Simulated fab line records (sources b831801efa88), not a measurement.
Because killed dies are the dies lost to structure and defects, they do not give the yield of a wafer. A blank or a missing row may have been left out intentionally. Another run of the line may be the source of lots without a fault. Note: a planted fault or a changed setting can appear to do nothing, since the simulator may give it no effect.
Matching of chambers -- flow gf180mcu -- cmp-01 running GF_STI_CMP_25: 4 sister chambers
The step polishes, stops on Si3N4, t overpolish 33 s, target thk 524.6 nm. 16 wafers are shown with their chamber, then 8 later ones without.

EACH WAFER AND ITS CHAMBER
wafer,chamber,motor-current-A (A),overpolish-run-s (s),time-to-endpoint-s (s)
L076.1,0,13.2,33.007,133
L076.3,1,11.0,32.991,130
L076.4,2,12.2,32.996,129
L077.2,3,12.2,32.977,128
L077.4,0,13.4,32.990,131
L077.5,3,12.5,32.989,131
L078.1,3,11.6,32.979,127
L078.3,0,13.4,33.017,131
L078.4,1,11.4,33.000,124
L080.1,3,12.4,32.981,130
L080.5,1,11.9,33.002,133
L080.6,2,12.5,32.997,130
L082.1,3,12.2,32.997,120
L082.2,1,11.0,33.002,119
L082.6,2,12.1,32.993,119
L086.1,3,12.7,32.999,115

SIGNATURES, as means of the wafers listed above
reading,chamber 0,chamber 1,chamber 2,chamber 3,scatter within a chamber
motor-current-A,13.333,11.325,12.267,12.267,0.338
overpolish-run-s,33.00467,32.99875,32.99533,32.98700,0.00872
time-to-endpoint-s,131.67,126.50,126.00,125.17,5.72
Rule: a wafer's distance from a chamber is the root of the sum, over the readings, of the square of ((its reading less the chamber's mean) divided by the reading's scatter). If the next closest chamber is less than 2 further off than the closest, the wafer can't be placed; otherwise it belongs to the closest. The scatter: take each reading less its chamber's mean, square it, sum over the shown wafers, divide by the number of wafers less the number of chambers, and take the root.

WAFERS WITH NO CHAMBER GIVEN
wafer,motor-current-A (A),overpolish-run-s (s),time-to-endpoint-s (s)
L086.2,12.3,33.005,118
L086.5,12.3,33.004,111
L093.1,12.1,33.004,114
L093.2,12.0,32.998,115
L093.6,12.1,32.999,114
L094.1,12.5,32.994,121
L094.5,11.6,33.003,125
L094.6,12.0,32.996,118

WHICH CHAMBER EACH ONE RAN IN
wafer,from the rows above,in truth
L086.2,can't be placed: 2 or 3 or 1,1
L086.5,can't be placed: 2 or 3 or 1 or 0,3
L093.1,can't be placed: 2 or 3 or 1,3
L093.2,can't be placed: 2 or 3 or 1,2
L093.6,can't be placed: 2 or 3 or 1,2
L094.1,can't be placed: 2 or 3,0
L094.5,can't be placed: 1 or 2 or 3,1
L094.6,can't be placed: 2 or 3 or 1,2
0 of 8 placed correctly. Unplaceable from these rows: 8, with the true chamber sitting among the candidates in 7. Number placed wrongly: 0.
